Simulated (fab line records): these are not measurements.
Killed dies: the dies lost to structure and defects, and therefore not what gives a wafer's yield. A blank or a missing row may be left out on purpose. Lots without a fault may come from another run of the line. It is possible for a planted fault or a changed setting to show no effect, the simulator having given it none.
Which tool did it? || flow gf180mcu || 13 lots with 39 wafers sampled at 3 steps, on a route of 602 steps

WHAT THE GAUGES SHOWED, per wafer
GF_HV_LDD_OVL_MEAS_20.
{"lot": "L807", "measured": "day 10 19:13", "on": "overlay-02", "HV_LDD_01_OVL (nm)": "-2.9 -0.7 -1.6"}
{"lot": "L808", "measured": "day 11 01:44", "on": "overlay-02", "HV_LDD_01_OVL (nm)": "-1.9 -0.5 -1.3"}
{"lot": "L809", "measured": "day 11 05:02", "on": "overlay-02", "HV_LDD_01_OVL (nm)": "0.2 -0.7 0.5"}
{"lot": "L811", "measured": "day 12 05:55", "on": "overlay-01", "HV_LDD_01_OVL (nm)": "0.7 -0.8 -2.2"}
{"lot": "L812", "measured": "day 12 06:02", "on": "overlay-02", "HV_LDD_01_OVL (nm)": "-1.0 -0.1 -0.3"}
{"lot": "L815", "measured": "day 13 06:01", "on": "overlay-02", "HV_LDD_01_OVL (nm)": "-2.1 -2.5 -3.2"}
{"lot": "L823", "measured": "day 16 04:57", "on": "overlay-02", "HV_LDD_01_OVL (nm)": "2.9 1.1 1.5"}
{"lot": "L825", "measured": "day 16 08:56", "on": "overlay-02", "HV_LDD_01_OVL (nm)": "-0.6 0.9 0.1"}
{"lot": "L826", "measured": "day 16 23:35", "on": "overlay-01", "HV_LDD_01_OVL (nm)": "-0.9 -1.4 0.2"}
{"lot": "L827", "measured": "day 17 08:19", "on": "overlay-02", "HV_LDD_01_OVL (nm)": "-0.1 -1.2 -1.1"}
{"lot": "L828", "measured": "day 17 11:10", "on": "overlay-01", "HV_LDD_01_OVL (nm)": "-0.1 -2.9 -3.8"}
{"lot": "L829", "measured": "day 17 16:14", "on": "overlay-02", "HV_LDD_01_OVL (nm)": "-2.5 0.2 -0.2"}
{"lot": "L830", "measured": "day 18 03:42", "on": "overlay-02", "HV_LDD_01_OVL (nm)": "-3.2 -1.9 -1.8"}

GF_HV_LDD_OVL_MEAS_32.
{"lot": "L807", "measured": "day 11 13:16", "on": "overlay-02", "HV_LDD_02_OVL (nm)": "0.8 0.1 2.0"}
{"lot": "L808", "measured": "day 11 21:33", "on": "overlay-02", "HV_LDD_02_OVL (nm)": "0.0 1.7 1.3"}
{"lot": "L809", "measured": "day 11 23:26", "on": "overlay-02", "HV_LDD_02_OVL (nm)": "-0.6 -0.9 -2.0"}
{"lot": "L811", "measured": "day 13 02:05", "on": "overlay-02", "HV_LDD_02_OVL (nm)": "1.1 -0.2 0.0"}
{"lot": "L812", "measured": "day 13 02:17", "on": "overlay-01", "HV_LDD_02_OVL (nm)": "0.1 1.6 1.9"}
{"lot": "L815", "measured": "day 14 02:56", "on": "overlay-02", "HV_LDD_02_OVL (nm)": "-2.9 -0.7 -1.6"}
{"lot": "L823", "measured": "day 17 04:08", "on": "overlay-01", "HV_LDD_02_OVL (nm)": "0.8 2.9 -0.5"}
{"lot": "L825", "measured": "day 17 08:01", "on": "overlay-01", "HV_LDD_02_OVL (nm)": "0.8 1.3 1.1"}
{"lot": "L826", "measured": "day 17 23:50", "on": "overlay-02", "HV_LDD_02_OVL (nm)": "-0.5 -0.8 -0.7"}
{"lot": "L827", "measured": "day 18 07:44", "on": "overlay-01", "HV_LDD_02_OVL (nm)": "0.5 0.6 0.2"}
{"lot": "L828", "measured": "day 18 11:05", "on": "overlay-01", "HV_LDD_02_OVL (nm)": "1.1 1.1 1.1"}
{"lot": "L829", "measured": "day 18 16:11", "on": "overlay-01", "HV_LDD_02_OVL (nm)": "-1.2 0.5 0.8"}
{"lot": "L830", "measured": "day 19 03:57", "on": "overlay-02", "HV_LDD_02_OVL (nm)": "-5.7 -0.8 -1.9"}

WHAT TOOL EACH LOT RAN ON (gives the tool, then ch and the chambers of the sampled wafers, and finally the start)
{"lot": "L807", "GF_HV_LDD_STRIP_22": "plasmaAsher-03 ch 0,1, day 10 19:25"}
{"lot": "L808", "GF_HV_LDD_STRIP_22": "plasmaAsher-03 ch 0,1, day 11 01:56"}
{"lot": "L809", "GF_HV_LDD_STRIP_22": "plasmaAsher-03 ch 1, day 11 05:13"}
{"lot": "L811", "GF_HV_LDD_STRIP_22": "plasmaAsher-03 ch 0,1, day 12 06:07"}
{"lot": "L812", "GF_HV_LDD_STRIP_22": "plasmaAsher-01 ch 0,1, day 12 06:14"}
{"lot": "L815", "GF_HV_LDD_STRIP_22": "plasmaAsher-01 ch 1, day 13 06:13"}
{"lot": "L823", "GF_HV_LDD_STRIP_22": "plasmaAsher-02 ch 1, day 16 05:08"}
{"lot": "L825", "GF_HV_LDD_STRIP_22": "plasmaAsher-03 ch 0,1, day 16 09:07"}
{"lot": "L826", "GF_HV_LDD_STRIP_22": "plasmaAsher-01 ch 0,1, day 16 23:56"}
{"lot": "L827", "GF_HV_LDD_STRIP_22": "plasmaAsher-03 ch 0,1, day 17 08:30"}
{"lot": "L828", "GF_HV_LDD_STRIP_22": "plasmaAsher-02 ch 0,1, day 17 11:21"}
{"lot": "L829", "GF_HV_LDD_STRIP_22": "plasmaAsher-01 ch 0,1, day 17 16:25"}
{"lot": "L830", "GF_HV_LDD_STRIP_22": "plasmaAsher-02 ch 1, day 18 03:53"}
- GF_HV_LDD_STRIP_22: strips in O2/N2.

WHAT THE TOOLS THEMSELVES READ (means of the sampled wafers that have a number; where no wafer has one, the mark that the record gives instead)
GF_HV_LDD_STRIP_22.
{"lot": "L807", "tool": "plasmaAsher-03", "drypumpMotorCurrentA (A)": 5.96, "heaterPowerW (W)": 299, "oesProductAu (a.u.)": 0.713, "stripTimeToEndpointS (s)": 12.61}
{"lot": "L808", "tool": "plasmaAsher-03", "drypumpMotorCurrentA (A)": 5.99, "heaterPowerW (W)": 293, "oesProductAu (a.u.)": 0.714, "stripTimeToEndpointS (s)": 12.64}
{"lot": "L809", "tool": "plasmaAsher-03", "drypumpMotorCurrentA (A)": 6.02, "heaterPowerW (W)": 280, "oesProductAu (a.u.)": 0.714, "stripTimeToEndpointS (s)": 12.64}
{"lot": "L811", "tool": "plasmaAsher-03", "drypumpMotorCurrentA (A)": 5.98, "heaterPowerW (W)": 290, "oesProductAu (a.u.)": 0.721, "stripTimeToEndpointS (s)": 12.69}
{"lot": "L812", "tool": "plasmaAsher-01", "drypumpMotorCurrentA (A)": 5.79, "heaterPowerW (W)": 331, "oesProductAu (a.u.)": 0.717, "stripTimeToEndpointS (s)": 12.61}
{"lot": "L815", "tool": "plasmaAsher-01", "drypumpMotorCurrentA (A)": 6.32, "heaterPowerW (W)": 341, "oesProductAu (a.u.)": 0.717, "stripTimeToEndpointS (s)": 12.66}
{"lot": "L823", "tool": "plasmaAsher-02", "drypumpMotorCurrentA (A)": 5.54, "heaterPowerW (W)": 314, "oesProductAu (a.u.)": 0.714, "stripTimeToEndpointS (s)": 12.70}
{"lot": "L825", "tool": "plasmaAsher-03", "drypumpMotorCurrentA (A)": 5.96, "heaterPowerW (W)": 298, "oesProductAu (a.u.)": 0.713, "stripTimeToEndpointS (s)": 12.69}
{"lot": "L826", "tool": "plasmaAsher-01", "drypumpMotorCurrentA (A)": 6.07, "heaterPowerW (W)": 335, "oesProductAu (a.u.)": 0.715, "stripTimeToEndpointS (s)": 12.69}
{"lot": "L827", "tool": "plasmaAsher-03", "drypumpMotorCurrentA (A)": 5.96, "heaterPowerW (W)": 303, "oesProductAu (a.u.)": 0.718, "stripTimeToEndpointS (s)": 12.66}
{"lot": "L828", "tool": "plasmaAsher-02", "drypumpMotorCurrentA (A)": 5.90, "heaterPowerW (W)": 287, "oesProductAu (a.u.)": 0.712, "stripTimeToEndpointS (s)": 12.66}
{"lot": "L829", "tool": "plasmaAsher-01", "drypumpMotorCurrentA (A)": 5.78, "heaterPowerW (W)": 330, "oesProductAu (a.u.)": 0.716, "stripTimeToEndpointS (s)": 12.60}
{"lot": "L830", "tool": "plasmaAsher-02", "drypumpMotorCurrentA (A)": 5.53, "heaterPowerW (W)": 314, "oesProductAu (a.u.)": 0.717, "stripTimeToEndpointS (s)": 12.63}

THE ANSWER, worked out from the rows above alone
Rule: the usual values come from the lots themselves. The widest of any qualifying gaps counts: lots, ordered by their means at a reading, are off when they make up no more than a third of the lots, leave a main group of 4 or more, and stand apart from it by 3 or more times the standard deviation of that group's means. A main group whose means are all the same, to the digits that the tables above print for the reading, isn't used. A lot without any number at a reading at which 4 lots or more have one is off too. The other lots that the step has rows for count as sound. First the gauges in route order, then the tools' own readings, where a lot's mean is used as printed above. The first step at which some lot is off is used, and at that step the reading that is off furthest; a lot without a number counts as furthest.
Nothing can be told from this: no lot is off at any reading shown.

WHAT THE SIMULATOR HAD INSERTED
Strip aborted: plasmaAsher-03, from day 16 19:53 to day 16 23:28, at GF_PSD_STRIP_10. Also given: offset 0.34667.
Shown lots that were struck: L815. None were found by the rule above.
